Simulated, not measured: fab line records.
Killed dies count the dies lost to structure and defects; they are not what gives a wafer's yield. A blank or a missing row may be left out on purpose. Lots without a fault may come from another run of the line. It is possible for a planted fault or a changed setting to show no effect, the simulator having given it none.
Lot-split experiment | flow gf180mcu | on a route of 602 steps: 5 lots, 23 wafers read

SPLIT DETAILS
At GF_STI_COAT_07 (resist thk 700 nm), the setting resistThkNm was moved away from the recipe's 700 nm on 11 of the 23 wafers read, by -4.2% to +4.9%. All remaining wafers had this setting at the recipe value.

FROM THE SPLIT TO THE READING: what the file shows between them, 2 steps
- GF_STI_PEB_10: peb time 90 s (also split here: pebTimeS)
- GF_STI_DEVELOP_11: develop time 60 s

THE READING
KrF_of_STI_COAT_07.thkNm (the simulator's own value, which no gauge read), in nm, at GF_STI_ETCH_13 (etches the open film in CHF3/O2, stops on Si, target depth 282.31 nm, time 112.9 s). There is no usual value for it anywhere in the file. Here, 12 wafers ran the recipe; their average is 439.1 nm with a standard deviation of 3.6 nm.

wafer  | tool, chamber at the split | resistThkNm as run, nm | against the recipe | KrF_of_STI_COAT_07.thkNm, nm | against lot-mates on the recipe
L074.1 | lithoTrack-03, 0           | 700                    | recipe             | 440.2                        | -
L074.2 | lithoTrack-03, 0           | 722.5                  | +3.2%              | 459.6                        | +19.8
L074.3 | lithoTrack-03, 0           | 700                    | recipe             | 438.8                        | -
L074.4 | lithoTrack-03, 0           | 722.5                  | +3.2%              | 463                          | +23.2
L074.6 | lithoTrack-03, 0           | 700                    | recipe             | 440.3                        | -
L076.1 | lithoTrack-03, 0           | 681.1                  | -2.7%              | 427.5                        | -12.5
L076.2 | lithoTrack-03, 0           | 681.1                  | -2.7%              | 424.5                        | -15.5
L076.4 | lithoTrack-03, 0           | 700                    | recipe             | 440.4                        | -
L076.5 | lithoTrack-03, 0           | 700                    | recipe             | 439.7                        | -
L076.6 | lithoTrack-03, 0           | 681.1                  | -2.7%              | 416.9                        | -23.1
L077.1 | lithoTrack-02, 0           | 700                    | recipe             | 437                          | -
L077.5 | lithoTrack-02, 0           | 700                    | recipe             | 430.2                        | -
L077.6 | lithoTrack-02, 0           | 700                    | recipe             | 436.7                        | -
L078.1 | lithoTrack-04, 0           | 700                    | recipe             | 440.4                        | -
L078.2 | lithoTrack-04, 0           | 670.8                  | -4.2%              | 412.9                        | -30.0
L078.4 | lithoTrack-04, 0           | 700                    | recipe             | 445.3                        | -
L078.5 | lithoTrack-04, 0           | 670.8                  | -4.2%              | 411.3                        | -31.6
L078.6 | lithoTrack-04, 0           | 670.8                  | -4.2%              | 416.4                        | -26.5
L080.2 | lithoTrack-04, 0           | 700                    | recipe             | 436.8                        | -
L080.3 | lithoTrack-04, 0           | 700                    | recipe             | 443                          | -
L080.4 | lithoTrack-04, 0           | 734.4                  | +4.9%              | 474                          | +34.1
L080.5 | lithoTrack-04, 0           | 734.4                  | +4.9%              | 470.7                        | +30.8
L080.6 | lithoTrack-04, 0           | 734.4                  | +4.9%              | 472.4                        | +32.5

FIT RESULTS
A straight line over all 23 wafers: KrF_of_STI_COAT_07.thkNm changes by +6.48 nm for each +1% of resistThkNm; r = +0.98; the points scatter about the line by 3.5 nm.
The same after taking each lot's own level away (the mean of its wafers on the recipe; 23 wafers): +6.71 nm for each +1%; r = +0.99; scatter 2.7 nm.
The reading moves by 33 nm for the largest change in resistThkNm, on that fit.
The span of the lots' own levels, 434.63 to 442.85 nm, comes to 2.3 times the standard deviation stated above.
The two slopes agree, so the slope changes little with the lot-to-lot level.
Check: +32.6 nm against its lot-mates is what the line predicts for one of the wafers moved furthest among these (+4.9%) when that wafer is left out of the fit. Against them it came out at +34.1 nm.

THE OTHER SPLITS THESE WAFERS WENT THROUGH
Before the reading, these wafers also passed through other splits. Each is held against what the fit with the lots' levels taken away leaves over:
other split on the same wafers | wafers away from the commonest value | r with KrF_of_STI_COAT_07.thkNm (lot level and that fit taken away)
GF_STI_PEB_10 pebTimeS         | 6                                    | +0.17

THE WHOLE CHAIN: every reading that the file lists as answering this split, in the file's order
step            | what it does                                                                       | reading                                                                   | change (the file's fit)              | r (the file's)
GF_STI_COAT_07  | resist thk 700 nm                                                                  | KrF_of_STI_COAT_07.thkNm (the simulator's own value, which no gauge read) | +6.61 nm for each +1% of the setting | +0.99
GF_STI_ETCH_13  | etches the open film in CHF3/O2, stops on Si, target depth 282.31 nm, time 112.9 s | KrF_of_STI_COAT_07.thkNm (the simulator's own value, which no gauge read) | +6.71 nm for each +1% of the setting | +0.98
GF_STI_STRIP_15 | strips in O2/N2                                                                    | stripTimeToEndpointS                                                      | withheld for each +1% of the setting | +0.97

FILE'S OWN FIT
KrF_of_STI_COAT_07.thkNm changes by +6.71 nm for each +1% of resistThkNm, r = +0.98.
